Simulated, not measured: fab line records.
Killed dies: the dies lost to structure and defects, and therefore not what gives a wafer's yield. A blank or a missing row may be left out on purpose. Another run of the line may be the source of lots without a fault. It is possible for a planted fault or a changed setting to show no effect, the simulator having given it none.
Problem report, 8D (eight disciplines) form, completed by code + flow sky130 + the parts of the form that need people (team, actions taken, sign-off) are left out

## 1. WHAT IS WRONG
CONTACT_W_RS at SKY_CONTACT_RS_MEAS_25 reads a mean of 0.2816 ohm/sq on 3 wafers of 2 lots; wafers without a fault read 0.3371 ohm/sq with a standard deviation of 0.003. That is -19 standard deviations from the usual mean.
The step: measures by four-point-probe.
The first sign was on wafer L996.4 at day 32 16:12, on filmMetro-03. Wafers with a number at this step in the record: 33, from 11 lots. By rule, "out" or "out of limits" means more than 4 standard deviations away from the usual mean. The other wafers with a number count as sound.

## 2. WHAT IT IS, AND WHAT IT ISN'T
| question                    | is                         | is not                                                                                                   |
|-----------------------------|----------------------------|----------------------------------------------------------------------------------------------------------|
| which readings at this step | CONTACT_W_RS               | -                                                                                                        |
| which lots                  | L100, L996                 | L108, L111, L113, L114, L115, L116, L993, L994, L995                                                     |
| which wafers of those lots  | L100.3, L100.6, L996.4     | L100.4, L996.1, L996.5                                                                                   |
| read on which gauges        | filmMetro-03, filmMetro-04 | filmMetro-01                                                                                             |
| when                        | from day 32 16:12          | up to then (11 sound wafers); but 19 sound wafers of L100, L108, L111, L113, L114, L115, L116 came after |

## 3. THE SUSPECTS, EACH WITH WHAT RULES IT OUT
Counting: any tool at a process step up to the reading remains a suspect provided it ran every lot that is out. Sound lots after the first of them don't rule it out here, since some wafers of a struck lot are sound.
- the gauge at SKY_CONTACT_RS_MEAS_25 has been ruled out. The wafers that are out were read on 2 gauges (filmMetro-03, filmMetro-04).
- cvdW-02 at SKY_CONTACT_CVD_24 (deposits W, target thk 340 nm, time 102.12 s): kept. It ran every lot that is out, first L996 (day 32 16:05); its last sound lot up to then is L995 (day 32 10:20).
- Within cvdW-02 at SKY_CONTACT_CVD_24: the wafers that are out ran in chamber 1; their sound lot-mates ran in chamber 0.
Remaining after the count: cvdW-02 at SKY_CONTACT_CVD_24.

## 4. THE CAUSE (what the simulator had put in)
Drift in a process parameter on cvdW-02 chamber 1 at SKY_CONTACT_CVD_24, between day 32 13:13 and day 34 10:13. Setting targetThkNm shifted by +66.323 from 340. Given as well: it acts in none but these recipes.
This tool alone remained once counting was done.

## 5. THE CHAIN OF EFFECTS, in route order
Each row: a reading whose mean over the struck wafers that have a number lies more than 3 standard deviations from the usual. Scope: only readings with a usual standard deviation given in the record; hours: median across lots of the time from each lot's start at the first step in this table that gives one to its start at this step; sigmas: change in usual standard deviations.
| hours | step                    | reading         | usual         | on struck wafers | change  | sigmas |
|-------|-------------------------|-----------------|---------------|------------------|---------|--------|
| 0     | SKY_CONTACT_RS_MEAS_25  | CONTACT_W_RS    | 0.3371 ohm/sq | 0.2816           | -0.0555 | -19    |
| 0     | SKY_CONTACT_THK_MEAS_26 | CONTACT_W_THK   | 338 nm        | 403              | +65     | +13    |
| 0     | SKY_CONTACT_CMP_27      | timeToEndpointS | 81.6 s        | 97.8             | +16.2   | +7.1   |
Process steps it contains:
- SKY_CONTACT_CMP_27: polishes, stops on SiO2, t overpolish 15 s, target thk 0 nm.
Later measuring or inspecting steps at which every struck wafer that the step has a row for has a number for every such reading, and none has moved that far: SKY_METAL2_THK_MEAS_06.

## 6. HOW IT WOULD HAVE BEEN CAUGHT EARLIER
3 hours passed between the start of the fault at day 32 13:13 and the first reading out of limits at a measuring or inspecting step in this record, taken at day 32 16:12.
No tool reading at SKY_CONTACT_CVD_24 that has a usual standard deviation in the record was out on any struck wafer, so an alarm limit of 4 standard deviations on those readings would not have fired.
L100, from the lots that are out (2), started SKY_CONTACT_CVD_24 on cvdW-02 later than day 32 16:12. It would have been spared by a hold on the tool at that moment.
